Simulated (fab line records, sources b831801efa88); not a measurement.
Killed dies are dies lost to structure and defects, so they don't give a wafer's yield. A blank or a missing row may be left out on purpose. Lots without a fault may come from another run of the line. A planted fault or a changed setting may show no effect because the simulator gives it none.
fab line records | flow sky130
record lots=6 wafers=18 last_day=49
route steps=708 shown LDD_HVP@288 LDD_LDN@289 PAD_OPEN@708
lots that met no fault: from a run of the same line without faults
start_h: hours from the record's first day to the start of the lot's first wafer shown | wait_h: hours since the lot's step before | " the same as in the row above | L1.1+2: a row that stands for several wafers | - no value, or no start given | * or withheld: withheld | < > ~ a bound
route shown NAME@n: a module of which the file shows steps, and the number in the route of the first | usual: mean/standard deviation of fault-free wafers | same: alike in all rows | chamber/n: place in a boat | sites: the reading at each site | _std_site: their standard deviation | _edge_site: outer sites' mean less inner sites' | radius_mm: how far each site lies from the wafer's centre | mask NAME#n: copy n | behind: the tool/chamber that last shaped the wafer | hold: why the lot was held/for how many hours/how that ended | device: the transistor (n, p or np) that didn't switch | end of line: the same wafers' tests at the end of the route | a step without rows: its recipe alone | killed: dies lost to structure and defects at the first sort, not the wafer's yield | map: a wafer's dies, x killed, . not, _ none there
set.NAME: the setting as run; set.NAME@STEP: as run at that earlier step | model.NAME: the simulator's own value behind a step, which no gauge read
lots at some steps of the route; a table a step, a row a wafer
services: from which hour (start_h, from the record's first day; less than 0 if before it) a tool's chamber was out of use, for how many hours, and why
## steps
# step SKY_LDD_HVP_TW_MEAS_10
# usual LDD_HVP_TW=453.0/2.5
# columns lot.wafer tool chamber start_h wait_h LDD_HVP_TW
L908.2 film_metro-04 - 505.53 0.1 450.2
L908.3 " - " " 451.9
L908.5 " - " " 451.4
L910.2 film_metro-02 - 525.95 0.1 452.0
L910.3 " - " " 452.4
L910.6 " - " " 455.2
L918.1 film_metro-04 - 599.19 0.1 446.9
L918.4 " - " " 446.8
L918.5 " - " " 450.7
L919.2 film_metro-04 - 605.25 0.1 448.3
L919.3 " - " " 447.5
L919.5 " - " " 450.5
L922.1 film_metro-02 - 629.79 0.1 454.1
L922.2 " - " " 453.9
L922.4 " - " " 453.9
L923.2 film_metro-03 - 633.90 0.1 454.4
L923.3 " - " " 454.7
L923.6 " - " " 453.0
# step SKY_LDD_LDN_DEHYDRATE_00
# recipe temp_c=200 time_s=60
# step SKY_LDD_LDN_HMDS_01
# recipe prime_time_s=60 prime_temp_c=120
# step SKY_LDD_LDN_COAT_02
# recipe resist=NOVOLAK spin_rpm=3000 resist_thk_nm=1140
# step SKY_LDD_LDN_SOFTBAKE_03
# recipe temp_c=90 time_s=60 resist=NOVOLAK
# step SKY_LDD_LDN_EXPOSE_04
# recipe mask_id=LDNTM na=0.6 source_shape=conventional sigma_outer=0.6 polarization=unpolarized target_cd_nm=700 dose_mj=140
# step SKY_LDD_LDN_PEB_05
# recipe temp_c=withheld time_s=* resist=NOVOLAK
# step SKY_LDD_LDN_DEVELOP_06
# recipe resist=NOVOLAK developer=TMAH develop_time_s=60 dev_temp_c=23
# step SKY_LDD_LDN_OVL_MEAS_07
# usual LDD_LDN_OVL=1.4/1.3
# columns lot.wafer tool chamber start_h wait_h LDD_LDN_OVL[nm]
L908.2 overlay-02 - 536.91 0.1 2.2
L908.3 " - " " 2.4
L908.5 " - " " 0.0
L910.2 overlay-01 - 556.71 0.1 1.2
L910.3 " - " " 0.6
L910.6 " - " " 0.7
L918.1 overlay-02 - 628.41 0.1 2.7
L918.4 " - " " 1.9
L918.5 " - " " 2.7
L919.2 overlay-01 - 635.46 0.1 0.9
L919.3 " - " " 1.3
L919.5 " - " " 1.1
L922.1 overlay-02 - 658.11 0.1 3.1
L922.2 " - " " 1.5
L922.4 " - " " 1.1
L923.2 overlay-02 - 662.06 0.1 3.8
L923.3 " - " " 3.9
L923.6 " - " " 4.6
# step SKY_LDD_LDN_IMPLANT_08
# recipe species=As energy_kev=15 dose_cm2=1.25e+13 tilt_deg=withheld rotation_deg=23
# step SKY_LDD_LDN_IMPLANT_09
# recipe species=As energy_kev=15 dose_cm2=1.25e+13 tilt_deg=withheld rotation_deg=113
# step SKY_LDD_LDN_IMPLANT_10
# recipe species=As energy_kev=15 dose_cm2=1.25e+13 tilt_deg=withheld rotation_deg=203
# step SKY_LDD_LDN_IMPLANT_11
# recipe species=As energy_kev=15 dose_cm2=1.25e+13 tilt_deg=withheld rotation_deg=293
# usual beam_energy_keV=15.000/0.0048 beam_on_s=10.01/0.21 faraday_current_uA=70.5/1.4
# columns lot.wafer tool chamber start_h wait_h beam_energy_keV beam_on_s faraday_current_uA model.implant.rp_nm model.implant.drp_nm
L908.2 implanter-02 0 537.42 0.1 14.997 9.67 72.8 12.91 5.933
L908.3 " 0 " " 14.994 10.34 68.2 12.91 5.933
L908.5 " 0 " " 14.996 9.82 71.9 12.91 5.933
L910.2 implanter-03 0 557.22 0.1 14.996 9.84 71.9 12.74 5.933
L910.3 " 0 " " 14.989 10.33 68.0 12.74 5.933
L910.6 " 0 " " 14.996 9.84 71.6 12.74 5.933
L918.1 implanter-01 0 628.89 0.1 14.995 10.39 67.9 12.48 5.933
L918.4 " 0 " " 14.996 9.62 73.3 12.48 5.933
L918.5 " 0 " " 14.998 9.88 71.3 12.48 5.933
L919.2 implanter-03 0 635.97 0.1 16.452 9.96 70.8 13.84 6.313
L919.3 " 0 " " 16.454 10.28 68.6 13.84 6.313
L919.5 " 0 " " 16.456 9.90 71.2 13.84 6.313
L922.1 implanter-03 0 658.59 0.1 16.461 9.74 72.3 13.67 6.313
L922.2 " 0 " " 16.452 9.93 71.5 13.67 6.313
L922.4 " 0 " " 16.448 9.93 71.1 13.67 6.313
L923.2 implanter-01 0 662.57 0.1 15.006 10.24 68.6 12.6 5.933
L923.3 " 0 " " 15.008 10.22 69.1 12.6 5.933
L923.6 " 0 " " 15.000 9.45 74.1 12.6 5.933
# step SKY_LDD_LDN_STRIP_12
# recipe chemistry=O2/N2 power_w=1400 pressure_mtorr=1500 platen_temp_c=withheld o2_flow_sccm=3000 n2_flow_sccm=300 overash_fraction=0.5
# usual chamber_pressure_mTorr=1499.9/1.2 drypump_motor_current_A=5.6/0.31 oes_product_au=0.716/0.0048 strip_time_to_endpoint_s=14.16/0.044
# columns lot.wafer tool chamber start_h wait_h chamber_pressure_mTorr drypump_motor_current_A oes_product_au rf_hours_counter_h strip_time_to_endpoint_s
L908.2 plasma_asher-04 1 537.54 0.1 1497.2 6.0 0.713 11 14.12
L908.3 " 1 " " 1499.1 5.9 0.712 - 14.19
L908.5 " 1 " " 1500.0 5.9 0.716 - 14.14
L910.2 plasma_asher-04 0 557.34 0.1 1500.4 5.7 0.719 13 14.12
L910.3 " 1 " " 1499.4 5.9 0.716 - 14.14
L910.6 " 1 " " 1500.9 5.9 0.716 - 14.12
L918.1 plasma_asher-03 0 629.04 0.1 1502.2 5.1 0.724 95 14.22
L918.4 " 0 " " 1499.8 5.2 0.718 - 14.21
L918.5 " 1 " " 1499.6 6.0 0.714 - 14.26
L919.2 plasma_asher-02 1 636.09 0.1 1500.6 5.4 0.716 49 14.16
L919.3 " 1 " " 1501.1 5.4 0.720 - 14.18
L919.5 " 0 " " 1499.3 5.6 0.714 - 14.17
L922.1 plasma_asher-03 1 658.74 0.1 1499.7 6.0 0.721 98 14.17
L922.2 " 0 " " 1499.5 5.1 0.711 98 14.19
L922.4 " 1 " " 1502.5 6.0 0.716 - 14.14
L923.2 plasma_asher-02 0 662.69 0.1 1500.0 5.5 0.718 52 14.12
L923.3 " 0 " " 1499.5 5.6 0.722 - 14.08
L923.6 " 0 " " 1501.0 5.6 0.726 - 14.10
# step SKY_PAD_OPEN_PROBE_99
# usual killed_at_M0_to_M3=43/7.9 killed_at_M4_up=2.9/1.8 killed_at_contacts=24/5.5 killed_at_front_end=15/4.2 killed_at_other=0.2/0.46 killed_dies=86/11 killed_on_rim=17/4.1 killed_open=47/8.1 killed_short=39/6.4
# same gross_dies=492 killed_at_back_side=0
# columns lot.wafer tool chamber start_h wait_h killed_at_M0_to_M3 killed_at_M4_up killed_at_contacts killed_at_front_end killed_at_other killed_dies killed_on_rim killed_open killed_short
L918.1 prober-02 - 1149.68 0.1 38 4 18 19 1 80 10 51 29
L918.4 prober-02 - 1149.83 0.2 43 0 23 12 1 79 18 42 37
L918.5 prober-02 - 1149.88 0.2 46 2 23 15 1 87 16 46 41
L919.2 prober-01 - 1157.57 0.1 56 3 22 15 0 96 18 58 38
L919.3 prober-01 - 1157.62 0.2 42 6 16 11 0 75 12 40 35
L919.5 prober-01 - 1157.72 0.2 37 2 15 15 0 69 12 40 29
L922.1 prober-02 - 1168.88 0.1 51 1 22 17 1 92 19 50 42
L922.2 prober-02 - 1168.93 0.1 56 7 18 17 0 98 22 48 50
L922.4 prober-02 - 1169.03 0.2 52 4 22 12 0 90 18 49 41
L923.2 prober-01 - 1169.93 0.1 36 2 33 13 1 85 12 44 41
L923.3 prober-01 - 1169.98 0.2 49 3 25 21 0 98 21 51 47
L923.6 prober-01 - 1170.13 0.2 40 3 28 15 0 86 10 42 44
# killed by level:class
L918.1 VIA3:geometric_particle:open=10 CONTACT:geometric_particle:open=8 VIA1:geometric_particle:open=8 FIELD_ISO:geometric_particle:open=6 VIA2:geometric_particle:open=6 LI_CONTACT:geometric_particle:open=4 METAL1:geometric_particle:short=4 VIA1:geometric_particle:short=4
L918.4 VIA1:geometric_particle:open=8 CONTACT:geometric_particle:open=8 VIA3:geometric_particle:open=6 METAL2:geometric_particle:short=6 VIA2:geometric_particle:open=6 VIA1:geometric_particle:short=5 FIELD_ISO:geometric_particle:open=4 LI_CONTACT:geometric_particle:open=4
L918.5 VIA2:geometric_particle:open=9 VIA3:geometric_particle:open=8 VIA1:geometric_particle:open=7 CONTACT:geometric_particle:open=6 CONTACT:geometric_particle:short=5 VIA1:geometric_particle:short=5 LI_CONTACT:geometric_particle:open=4 LOCAL_INTERCONNECT:geometric_particle:short=4
L919.2 VIA1:geometric_particle:open=15 VIA2:geometric_particle:open=12 LI_CONTACT:geometric_particle:open=7 VIA3:geometric_particle:open=7 CONTACT:geometric_particle:open=6 METAL2:geometric_particle:short=6 POLY_GATE:geometric_particle:open=4 CONTACT:geometric_particle:short=4
L919.3 VIA1:geometric_particle:open=12 METAL2:geometric_particle:short=9 LI_CONTACT:geometric_particle:open=8 VIA2:geometric_particle:open=7 CONTACT:geometric_particle:short=5 VIA2:geometric_particle:short=5 METAL4:geometric_particle:short=5 FIELD_ISO:geometric_particle:open=3
L919.5 LI_CONTACT:geometric_particle:open=9 VIA2:geometric_particle:open=7 METAL2:geometric_particle:short=7 VIA1:geometric_particle:short=6 VIA1:geometric_particle:open=6 POLY_GATE:geometric_particle:open=4 CONTACT:geometric_particle:open=4 VIA3:geometric_particle:short=3
L922.1 VIA2:geometric_particle:open=10 VIA1:geometric_particle:open=9 CONTACT:geometric_particle:open=7 CONTACT:geometric_particle:short=6 VIA3:geometric_particle:open=6 POLY_GATE:geometric_particle:short=5 VIA2:geometric_particle:short=5 FIELD_ISO:geometric_particle:open=4
L922.2 VIA1:geometric_particle:short=11 VIA1:geometric_particle:open=10 METAL1:geometric_particle:short=9 VIA3:geometric_particle:open=7 POLY_GATE:geometric_particle:open=7 CONTACT:geometric_particle:open=7 METAL4:geometric_particle:short=6 VIA2:geometric_particle:open=6
L922.4 VIA1:geometric_particle:open=14 METAL1:geometric_particle:short=8 VIA2:geometric_particle:open=7 VIA3:geometric_particle:open=6 LI_CONTACT:geometric_particle:open=6 CONTACT:geometric_particle:open=6 VIA2:geometric_particle:short=5 FIELD_ISO:geometric_particle:short=4
L923.2 CONTACT:geometric_particle:short=9 CONTACT:geometric_particle:open=9 LI_CONTACT:geometric_particle:open=8 VIA2:geometric_particle:open=8 METAL2:geometric_particle:short=7 VIA1:geometric_particle:open=7 VIA1:geometric_particle:short=5 SPACER:geometric_particle:open=4
L923.3 LI_CONTACT:geometric_particle:open=9 VIA1:geometric_particle:short=9 METAL2:geometric_particle:short=9 CONTACT:geometric_particle:open=8 POLY_GATE:geometric_particle:open=6 VIA1:geometric_particle:open=6 VIA3:geometric_particle:open=6 FIELD_ISO:geometric_particle:short=5
L923.6 CONTACT:geometric_particle:short=9 VIA1:geometric_particle:open=8 LI_CONTACT:geometric_particle:open=7 CONTACT:geometric_particle:open=7 VIA2:geometric_particle:short=6 POLY_GATE:geometric_particle:short=5 FIELD_ISO:geometric_particle:short=4 LI_CONTACT:geometric_particle:short=4
## services
# columns tool chamber start_h hours kind
implanter-01 - 522.79 3.4 pm
implanter-03 - 533.91 4.6 repair
implanter-03 - 536.70 4.6 repair
implanter-01 - 551.24 1.9 repair
implanter-02 - 559.42 6.3 pm
implanter-03 - 569.14 1.8 repair
implanter-03 - 597.62 4.5 pm
implanter-03 - 607.04 3.0 repair
implanter-03 - 609.48 1.4 repair
implanter-03 - 612.19 5.4 pm
implanter-02 - 614.73 2.4 repair
plasma_asher-02 - 624.06 1.2 repair
plasma_asher-03 - 654.32 1.9 repair
implanter-02 - 656.64 3.3 pm
## key
first_sign step=SKY_LDD_LDN_IMPLANT_11 reading=beam_energy_keV direction=up sigmas=99+ usual=* struck=*
effect none on later readings
model_effect step=SKY_LDD_LDN_IMPLANT_11 value=implant.rp_nm without=12.88 struck=13.75
met_at SKY_LDD_LDN_IMPLANT_11
struck_wafers L919.2,L919.3,L919.5,L922.1,L922.2,L922.4
tester_left_out L919,L922
onset_between 557.22 635.97
fault kind=process_parameter_drift tool=implanter-03 chamber=- onset_h=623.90 steps=SKY_LDD_LDN_IMPLANT_11 channel=energy_kev offset=* shape=step end_h=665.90 acts_in=* stated=*
# tester_left_out: of these lots the tester's yield and bins aren't shown, on N5 and GAA mostly nor the transistor test; their killed dies are dies lost to structure and defects alone, not to doping, threshold or leakage, so they don't give the yield
